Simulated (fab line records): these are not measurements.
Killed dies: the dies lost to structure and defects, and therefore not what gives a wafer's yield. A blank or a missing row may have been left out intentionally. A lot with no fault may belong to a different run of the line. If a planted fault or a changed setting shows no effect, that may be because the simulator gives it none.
A lot that was struck, set against a sound lot    flow gf180mcu    37 out of 602 route steps
Sound: wafers L722.1, L722.3, L722.5. Struck: wafers L732.1, L732.6. (L732.3 of the same lot was not struck and is left out.) The cause comes at the end.
At each step with rows: each side's tool, then ch and its chambers, then its first start. Under that, the readings that differ: sound wafers    struck wafers    difference of the means    sigmas: that difference in standard deviations of wafers without a fault.
alike: words and numbers the same on both sides, and readings whose means are apart by under 2 such deviations; not compared: readings that were withheld, readings missing a value for some wafer, numbers with overlapping values and no deviation given by the record, and bounds like >300 which may hide the same value.
The two part at a step that has a row with sigmas, a row that says differs or no value, or rows on one side only. Numbers that have no deviation but don't overlap get no sigmas and don't part them. A reading missing from all wafers of one side parts the sides only when that side holds two or more wafers.

first, 2 steps without rows for these wafers: GF_M1_PEB_12 (peb time 90 s); GF_M1_DEVELOP_13 (develop time 60 s).
GF_M1_CD_MEAS_14: target cd 230 nm.
  sound on cd-sem-01, day 19 08:34; struck on cd-sem-02, day 23 03:14
  alike: cd-nm
GF_M1_OVL_MEAS_15:
  sound on overlay-02, day 19 08:41; struck on overlay-01, day 23 03:21
  alike: M1_OVL
then, 1 step without rows for these wafers: GF_M1_METAL_ETCH_16 (etches the open film in Cl2/BCl3, stops on SiO2, target depth 627.5 nm, time 104.6 s).
GF_M1_STRIP_17: strips in O2/N2.
  sound on plasma-asher-02 ch 0,1, day 19 08:57; struck on plasma-asher-03 ch 0, day 23 03:30
  alike: drypump-motor-current-A, heater-power-w, oes-product-au, strip-time-to-endpoint-s
  not compared: rf-hours-counter-h
then, 3 steps without rows for these wafers: GF_M1_STRIP_18 (strips in post etch residue remover, time 1200 s); GF_M1_CLEAN_19 (cleans in DIW); GF_V1_CVD_00 (deposits SiO2, target thk 600 nm, time 102.3 s).
GF_V1_THK_MEAS_01:
  sound on film-metro-03, day 19 09:34; struck on film-metro-03, day 23 04:08
  alike: V1_CVD_00_THK
GF_V1_CVD_02: deposits SiO2 from TEOS, target thk 850 nm, time 94.851 s.
  sound on pecvd-02 ch 0,1,2, day 19 09:37; struck on pecvd-01 ch 1,2, day 23 04:11
  alike: heater-power-w
GF_V1_THK_MEAS_03:
  sound on film-metro-02, day 19 09:41; struck on film-metro-04, day 23 04:16
  alike: V1_CVD_02_THK
GF_V1_CMP_04: polishes SiO2.
  sound on cmp-01 ch 0,3, day 19 09:45; struck on cmp-01 ch 1,3, day 23 04:19
reading                              sound              struck     difference  sigmas
time-to-endpoint-s (s)               78 72 83           100 105    +25         +6
model.SiO2_of_V1_CVD_02.thk-nm (nm)  632.2 632.7 632.8  703.7 707  +72.8       
  alike: motor-current-A, retaining-ring-pressure-frac, slurry-filter-dp-kPa
GF_V1_BOW_MEAS_05:
  sound on film-metro-03, day 19 10:03; struck on film-metro-04, day 23 04:37
  alike: V1_BOW
then, 8 steps without rows for these wafers: GF_V1_DEHYDRATE_06 (time 60 s); GF_V1_HMDS_07 (prime time 60 s); GF_V1_COAT_08; GF_V1_COAT_09 (resist thk 1000 nm); GF_V1_SOFTBAKE_10 (time 60 s); GF_V1_EXPOSE_11 (exposes mask Via1, target cd 260 nm); GF_V1_PEB_12 (peb time 90 s); GF_V1_DEVELOP_13 (develop time 60 s).
GF_V1_CD_MEAS_14: target cd 260 nm.
  sound on cd-sem-01, day 20 10:10; struck on cd-sem-01, day 24 02:49
  alike: cd-nm
GF_V1_OVL_MEAS_15:
  sound on overlay-01, day 20 10:17; struck on overlay-01, day 24 02:56
  alike: V1_OVL
then, 1 step without rows for these wafers: GF_V1_ETCH_16 (etches BARC in N2/H2).
GF_V1_ETCH_17: etches SiO2 in C4F8/O2/Ar, stops on TiN, target depth 630 nm.
  sound: rie-diel-02 ch 0,2,3; struck: rie-diel-01 ch 2
reading                         sound              struck       difference  sigmas
oes-product-au (a.u.)           0.863 0.860 0.859  0.909 0.915  +0.051      +11
model.etch.depth-nm (nm)        632.2 632.7 632.8  703.7 707    +72.8       
model.V1.feature-depth-nm (nm)  632.5 633.1 633.2  704.1 707.4  +72.8       
GF_V1_STRIP_18: strips in O2/N2.
  sound on plasma-asher-03 ch 0, day 20 10:27; struck on plasma-asher-04 ch 1, day 24 03:06
  alike: drypump-motor-current-A, heater-power-w, oes-product-au
  not compared: rf-hours-counter-h
then, 3 steps without rows for these wafers: GF_V1_STRIP_19 (strips in post etch residue remover, time 1200 s); GF_V1_CLEAN_20 (cleans in DIW); GF_V1_SPUTTER_21 (material Ti, target thk 15 nm, time 80.02 s).
GF_V1_SPUTTER_22: material TiN, target thk 10 nm, time 40 s.
  sound on pvd-sputter-03, day 20 11:02; struck on pvd-sputter-02, day 24 03:41
  alike: throttle-valve-pct
then, 1 step without rows for these wafers: GF_V1_CVD_23 (deposits W, target thk 350 nm, time 105.05 s).
GF_V1_RS_MEAS_24: the measuring method here is four-point-probe.
  sound on film-metro-03, day 20 11:12; struck on film-metro-03, day 24 03:51
  alike: V1_W_RS
GF_V1_THK_MEAS_25: measures by xrf.
  sound on film-metro-03, day 20 11:19; struck on film-metro-03, day 24 03:58
  alike: V1_W_THK
GF_V1_CMP_26: polishes, stops on SiO2, t overpolish 15 s, target thk 0 nm.
  sound on cmp-02 ch 0,1, day 20 11:23; struck on cmp-02 ch 0,2, day 24 04:02
reading                              sound            struck     difference  sigmas
model.SiO2_of_V1_CVD_02.thk-nm (nm)  628.4 628.9 629  700 703.3  +73         
  alike: motor-current-A, retaining-ring-pressure-frac, slurry-filter-dp-kPa
GF_M2_SPUTTER_00: material Ti, target thk 37.5 nm, time 150 s.
  sound on pvd-sputter-01, day 20 11:41; struck on pvd-sputter-04, day 24 04:20
  alike: throttle-valve-pct
-- the record jumps here: 9 days lie between the struck wafers' starts before and after (it left off in module M2 and takes up again in module PASSIVATION, whose first step shown is number 602 of the route) --
GF_PASSIVATION_PROBE_99:
  only the struck wafers here have rows in the record (prober-02, day 33 11:05); the sound ones have none

## WHERE THEY PART
Earliest at GF_V1_CMP_04; latest, in this record, at GF_PASSIVATION_PROBE_99.

WHY: the cause the simulator had injected
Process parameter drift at GF_V1_CMP_04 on cmp-01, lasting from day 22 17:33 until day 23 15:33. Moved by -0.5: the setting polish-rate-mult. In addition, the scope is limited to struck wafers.
